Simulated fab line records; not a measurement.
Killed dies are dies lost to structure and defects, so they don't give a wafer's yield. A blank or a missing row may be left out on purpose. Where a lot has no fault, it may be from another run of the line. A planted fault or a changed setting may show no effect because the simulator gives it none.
fab line records	flow sky130
[record] lots = 12	wafers = 36	last_day = 50
route steps=708 shown VT_ADJUST_LVTN@105 SPACER@306 POLY_CUT@315
lots untouched by any fault: they come from a run of this same line in which no faults occurred
start_h: hours from the record's first day to the start of the lot's first wafer shown	wait_h: hours from the lot's prior step to this one	" same as the row above	L1.1+2: a row that stands for several wafers	- value missing, or start not given	* or withheld: withheld	< > ~ a bound
route shown NAME@n: NAME is a module with steps in the file, n the number in the route of the first one	usual: mean/standard deviation of fault-free wafers	same: alike in all rows	chamber/n: place in a boat	sites: readings site by site	_std_site: standard deviation of those values	_edge_site: mean of outer sites minus mean of inner sites	radius_mm: for every site, how far away it sits from the centre of the wafer	mask NAME#n: copy n	behind: the most recent tool/chamber to have shaped the wafer	hold: why the lot went on hold/how many hours it stayed there/how the hold came to an end	device: the n, p or np transistor that did not switch	end of line: tests run on the same wafers once the route is complete	step lacking rows: just its recipe	killed: not the wafer's yield, but the dies lost to structure and defects at the first sort	map: the dies of a wafer, with x for killed, . for not killed, _ for no die there
set.NAME: the setting the step ran with; set.NAME@STEP: the setting that earlier step ran with	model.NAME: the simulator's own value behind a step, which no gauge read
one table for each step of the route and one row for each wafer, over a sample of lots
services: the hour from which a tool's chamber was out of use, counted from the record's first day as start_h (under 0 if before that day), plus the number of hours and why
[[steps]]
[step SKY_VT_ADJUST_LVTN_IMPLANT_08]
[recipe] species = B	energy_kev = 30	dose_cm2 = 1.57e+12	tilt_deg = withheld
[usual] dose_ions_cm2 = 1.5703e+12/1.9e+09	faraday_current_uA = 8.83/0.2
lot.wafer	tool	chamber	start_h	wait_h	dose_ions_cm2	faraday_current_uA
L908.2	implanter-03	0	141.18	0.0	1.5684e+12	8.55
L908.3	"	0	"	"	1.5679e+12	8.68
L908.4	"	0	"	"	1.5705e+12	8.80
L909.3	implanter-03	0	143.85	0.1	1.5719e+12	8.78
L909.4	"	0	"	"	1.57e+12	8.97
L909.5	"	0	"	"	1.5733e+12	8.64
L911.1	implanter-01	0	154.60	0.0	1.5709e+12	8.79
L911.5	"	0	"	"	1.571e+12	9.04
L911.6	"	0	"	"	1.5728e+12	8.75
L913.2	implanter-03	0	193.27	0.0	1.5691e+12	8.98
L913.5	"	0	"	"	1.5717e+12	8.92
L913.6	"	0	"	"	1.5692e+12	8.88
L916.2	implanter-03	0	196.02	0.0	1.5688e+12	9.34
L916.5	"	0	"	"	1.5701e+12	8.66
L916.6	"	0	"	"	1.57e+12	8.74
L914.1	implanter-01	0	196.95	0.0	1.5689e+12	9.02
L914.3	"	0	"	"	1.5692e+12	8.96
L914.4	"	0	"	"	1.5683e+12	9.01
L918.1	implanter-03	0	205.10	0.0	1.5677e+12	9.13
L918.3	"	0	"	"	1.5706e+12	8.61
L918.6	"	0	"	"	1.5718e+12	8.95
L917.1	implanter-01	0	205.81	0.0	1.57e+12	8.50
L917.3	"	0	"	"	1.5712e+12	8.89
L917.6	"	0	"	"	1.5726e+12	8.76
L920.1	implanter-02	0	218.65	0.0	1.5713e+12	8.68
L920.2	"	0	"	"	1.5767e+12	8.68
L920.6	"	0	"	"	1.5731e+12	9.19
L921.2	implanter-03	0	223.22	0.0	1.5682e+12	9.07
L921.4	"	0	"	"	1.5692e+12	8.95
L921.5	"	0	"	"	1.5678e+12	8.82
L930.1	implanter-01	0	293.45	0.0	2.2798e+12	12.33
L930.3	"	0	"	"	2.2787e+12	12.80
L930.5	"	0	"	"	2.2818e+12	13.14
L931.1	implanter-01	0	297.40	0.0	2.279e+12	12.91
L931.2	"	0	"	"	2.2784e+12	12.85
L931.3	"	0	"	"	2.2799e+12	12.88
[step SKY_VT_ADJUST_LVTN_TW_MEAS_10]
[usual] VT_ADJUST_LVTN_TW = 242.0/1.3
lot.wafer	tool	chamber	start_h	wait_h	hold	VT_ADJUST_LVTN_TW
L908.2	film_metro-04	-	141.42	0.1	-	244.3
L908.3	"	-	"	"	-	244.3
L908.4	"	-	"	"	-	245.0
L909.3	film_metro-01	-	144.07	0.1	-	241.8
L909.4	"	-	"	"	-	243.8
L909.5	"	-	"	"	-	243.6
L911.1	film_metro-02	-	154.85	0.1	-	242.5
L911.5	"	-	"	"	-	240.2
L911.6	"	-	"	"	-	241.2
L913.2	film_metro-02	-	193.51	0.1	-	240.8
L913.5	"	-	"	"	-	241.5
L913.6	"	-	"	"	-	240.1
L916.2	film_metro-02	-	196.26	0.1	-	241.4
L916.5	"	-	"	"	-	241.0
L916.6	"	-	"	"	-	242.1
L914.1	film_metro-01	-	197.20	0.1	-	241.6
L914.3	"	-	"	"	-	240.6
L914.4	"	-	"	"	-	240.6
L918.1	film_metro-02	-	205.35	0.1	-	243.1
L918.3	"	-	"	"	-	242.0
L918.6	"	-	"	"	-	240.9
L917.1	film_metro-04	-	206.06	0.1	-	243.2
L917.3	"	-	"	"	-	243.3
L917.6	"	-	"	"	-	242.9
L920.1	film_metro-01	-	218.90	0.1	-	240.6
L920.2	"	-	"	"	-	239.5
L920.6	"	-	"	"	-	240.9
L921.2	film_metro-02	-	223.46	0.1	-	242.3
L921.4	"	-	"	"	-	241.5
L921.5	"	-	"	"	-	241.8
L930.1	film_metro-04	-	293.70	0.1	await_dispo/0.2h/release	271.9
L930.3	"	-	"	"	await_dispo/0.2h/release	271.7
L930.5	"	-	"	"	await_dispo/0.2h/release	272.4
L930.1	film_metro-04	-	293.93	0.2	-	271.6
L930.3	"	-	"	"	-	271.5
L930.5	"	-	"	"	-	272.1
L931.1	film_metro-04	-	297.65	0.1	await_dispo/0.2h/release	271.4
L931.2	"	-	"	"	await_dispo/0.2h/release	271.8
L931.3	"	-	"	"	await_dispo/0.2h/release	270.3
L931.1	film_metro-04	-	297.88	0.2	-	272.9
L931.2	"	-	"	"	-	271.9
L931.3	"	-	"	"	-	272.0
[step SKY_SPACER_ETCHBACK_02]
[recipe] chemistry = CH3F/O2	target = Si3N4	stop_on = SiO2	source_w = 400	bias_w = 80	pressure_mtorr = 25	ch3f_flow_sccm = 40	O2_flow_sccm = 30	time_s = 46.7	target_depth_a = 450
[usual] ch3f_flow_sccm = 40.02/0.12	drypump_motor_current_A = 5.5/0.43	oes_product_au = 0.855/0.0063	throttle_valve_pct = 10.563/0.0097
lot.wafer	tool	chamber	start_h	wait_h	ch3f_flow_sccm	drypump_motor_current_A	oes_product_au	rf_hours_counter_h	throttle_valve_pct
L908.2	rie_diel-03	0	520.68	0.0	40.05	6.1	0.865	64	10.573
L908.3	"	3	"	"	40.27	5.8	0.858	35	10.551
L908.4	"	2	"	"	39.95	5.4	0.857	6	10.602
L909.3	rie_diel-03	1	529.35	0.0	40.01	4.6	0.864	4	10.561
L909.4	"	3	"	"	40.10	5.7	0.864	35	10.552
L909.5	"	0	"	"	40.01	6.1	0.859	-	10.564
L911.1	rie_diel-01	0	543.66	0.1	40.04	5.3	0.859	31	10.562
L911.5	"	0	"	"	40.04	5.3	0.852	-	10.567
L911.6	"	3	"	"	40.10	5.0	0.855	-	10.577
L913.2	rie_diel-01	0	602.21	0.0	40.03	5.4	0.869	32	10.571
L913.5	"	0	"	"	40.11	5.4	0.865	-	10.572
L913.6	"	3	"	"	40.03	5.0	0.860	-	10.555
L914.1	rie_diel-01	2	603.42	0.1	40.11	5.9	0.849	0	10.568
L914.3	"	3	"	"	40.13	5.0	0.857	59	10.564
L914.4	"	1	"	"	40.13	5.5	0.858	1	10.561
L916.2	rie_diel-02	1	605.92	0.0	39.77	5.6	0.868	7	10.569
L916.5	"	1	"	"	39.90	5.7	0.863	-	10.561
L916.6	"	0	"	"	40.12	5.5	0.861	-	10.570
L918.1	rie_diel-02	2	614.15	0.1	39.96	5.2	0.860	24	10.564
L918.3	"	1	"	"	39.79	5.7	0.863	8	10.562
L918.6	"	3	"	"	40.10	5.5	0.857	-	10.556
L917.1	rie_diel-02	1	616.40	0.1	40.11	5.6	0.856	8	10.562
L917.3	"	0	"	"	39.90	5.4	0.852	14	10.576
L917.6	"	1	"	"	40.07	5.6	0.849	-	10.566
L920.1	rie_diel-01	2	632.82	0.1	40.32	5.9	0.857	1	10.570
L920.2	"	1	"	"	39.87	5.5	0.850	1	10.583
L920.6	"	2	"	"	40.05	5.9	0.859	-	10.573
L921.2	rie_diel-01	0	641.86	0.0	40.17	5.4	0.847	33	10.552
L921.4	"	1	"	"	40.09	5.5	0.851	1	10.559
L921.5	"	2	"	"	40.12	5.9	0.850	-	10.567
L930.1	rie_diel-01	1	722.81	0.1	39.96	5.6	0.849	3	10.574
L930.3	"	2	"	"	39.87	5.9	0.847	3	10.552
L930.5	"	2	"	"	39.79	5.9	0.856	-	10.561
L931.1	rie_diel-03	3	746.39	0.1	39.92	5.7	0.847	39	10.561
L931.2	"	0	"	"	40.09	6.1	0.850	2	10.572
L931.3	"	1	"	"	39.94	4.6	0.852	7	10.565
[step SKY_POLY_CUT_CD_MEAS_08]
[recipe] target_cd_nm = 270
[usual] cd_nm = 270.2/1.3
lot.wafer	tool	chamber	start_h	wait_h	cd_nm
L908.2	cd_sem-01	-	551.14	-	270.5
L908.3	"	-	"	"	269.3
L908.4	"	-	"	"	268.9
L909.3	cd_sem-01	-	559.91	-	270.7
L909.4	"	-	"	"	269.4
L909.5	"	-	"	"	269.8
L911.1	cd_sem-01	-	574.71	-	271.8
L911.5	"	-	"	"	269.3
L911.6	"	-	"	"	271.4
L913.2	cd_sem-02	-	631.08	-	271.4
L913.5	"	-	"	"	270.7
L913.6	"	-	"	"	271.9
L914.1	cd_sem-01	-	632.77	-	271.0
L914.3	"	-	"	"	270.1
L914.4	"	-	"	"	270.0
L916.2	cd_sem-01	-	635.38	-	269.4
L916.5	"	-	"	"	270.3
L916.6	"	-	"	"	270.1
L918.1	cd_sem-01	-	642.97	-	272.0
L918.3	"	-	"	"	272.0
L918.6	"	-	"	"	270.9
L917.1	cd_sem-01	-	645.07	-	269.7
L917.3	"	-	"	"	271.4
L917.6	"	-	"	"	270.2
L920.1	cd_sem-02	-	661.52	-	270.8
L920.2	"	-	"	"	270.0
L920.6	"	-	"	"	269.6
L921.2	cd_sem-01	-	669.59	-	269.4
L921.4	"	-	"	"	266.9
L921.5	"	-	"	"	267.6
L930.1	cd_sem-01	-	750.16	-	271.2
L930.3	"	-	"	"	270.6
L930.5	"	-	"	"	270.1
L931.1	cd_sem-02	-	772.75	-	271.3
L931.2	"	-	"	"	272.4
L931.3	"	-	"	"	271.7
[step SKY_POLY_CUT_OVL_MEAS_09]
[usual] POLY_CUT_OVL = -1/5.6
lot.wafer	tool	chamber	start_h	wait_h	POLY_CUT_OVL[nm]
L908.2	overlay-02	-	551.25	0.1	4
L908.3	"	-	"	"	5
L908.4	"	-	"	"	3
L909.3	overlay-02	-	560.00	0.1	-2
L909.4	"	-	"	"	-2
L909.5	"	-	"	"	2
L911.1	overlay-01	-	574.83	0.1	-1
L911.5	"	-	"	"	1
L911.6	"	-	"	"	8
L913.2	overlay-02	-	631.18	0.1	3
L913.5	"	-	"	"	1
L913.6	"	-	"	"	6
L914.1	overlay-01	-	632.89	0.1	-15
L914.3	"	-	"	"	-12
L914.4	"	-	"	"	-12
L916.2	overlay-02	-	635.48	0.1	-2
L916.5	"	-	"	"	0
L916.6	"	-	"	"	-3
L918.1	overlay-02	-	643.09	0.1	4
L918.3	"	-	"	"	2
L918.6	"	-	"	"	-2
L917.1	overlay-01	-	645.19	0.1	-10
L917.3	"	-	"	"	-10
L917.6	"	-	"	"	-12
L920.1	overlay-01	-	661.64	0.1	-3
L920.2	"	-	"	"	7
L920.6	"	-	"	"	3
L921.2	overlay-02	-	669.70	0.1	-1
L921.4	"	-	"	"	7
L921.5	"	-	"	"	8
L930.1	overlay-01	-	750.28	0.1	6
L930.3	"	-	"	"	2
L930.5	"	-	"	"	-4
L931.1	overlay-02	-	772.87	0.1	-7
L931.2	"	-	"	"	9
L931.3	"	-	"	"	-10
[[services]]
tool	chamber	start_h	hours	kind
implanter-03	-	131.66	1.4	repair
rie_diel-01	3	137.68	6.5	repair
rie_diel-01	1	164.88	6.8	repair
rie_diel-01	3	175.63	9.1	repair
rie_diel-01	2	239.59	5.6	repair
implanter-03	-	306.61	3.5	pm
rie_diel-01	0	309.01	5.2	repair
rie_diel-01	1	310.32	10.0	repair
implanter-03	-	346.06	2.9	repair
rie_diel-01	1	388.20	14.0	repair
implanter-03	-	407.28	0.8	repair
rie_diel-01	1	415.05	2.6	repair
rie_diel-01	1	429.16	46.2	repair
rie_diel-01	3	429.47	12.1	repair
implanter-03	-	433.33	6.9	repair
implanter-03	-	469.23	0.6	repair
implanter-03	-	525.74	0.8	repair
rie_diel-01	1	531.51	13.6	repair
implanter-03	-	587.21	2.6	repair
rie_diel-01	-	588.39	2.8	pm
implanter-03	-	640.39	2.4	repair
implanter-03	-	649.84	1.5	repair
implanter-03	-	668.44	4.0	repair
rie_diel-01	3	690.20	9.1	repair
[[key]]
[first_sign] step = SKY_VT_ADJUST_LVTN_IMPLANT_08	reading = dose_ions_cm2	direction = up	sigmas = 99+	usual = *	struck = *
[effect] step = SKY_VT_ADJUST_LVTN_IMPLANT_08	reading = faraday_current_uA	direction = up	sigmas = 20	usual = 8.83	struck = 12.82
[effect] step = SKY_VT_ADJUST_LVTN_TW_MEAS_10	reading = visit	direction = added
[effect] step = SKY_VT_ADJUST_LVTN_TW_MEAS_10	reading = VT_ADJUST_LVTN_TW	direction = up	sigmas = 23	usual = 242.0	struck = 271.6
met_at SKY_VT_ADJUST_LVTN_IMPLANT_08
struck_lots L930,L931
tester_left_out L930,L931
not_acting_at SKY_SPACER_ETCHBACK_02,SKY_POLY_CUT_CD_MEAS_08,SKY_POLY_CUT_OVL_MEAS_09
onset_between 205.81 293.45
[fault] kind = process_parameter_drift	tool = implanter-01	chamber = -	onset_h = 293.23	steps = SKY_VT_ADJUST_LVTN_IMPLANT_08	channel = dose_cm2	offset = *	shape = step	end_h = 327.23	acts_in = *	stated = *
// tester_left_out: of these lots the tester's yield and bins aren't shown, on N5 and GAA mostly nor the transistor test; their killed dies are dies lost to structure and defects alone, not to doping, threshold or leakage, so they don't give the yield
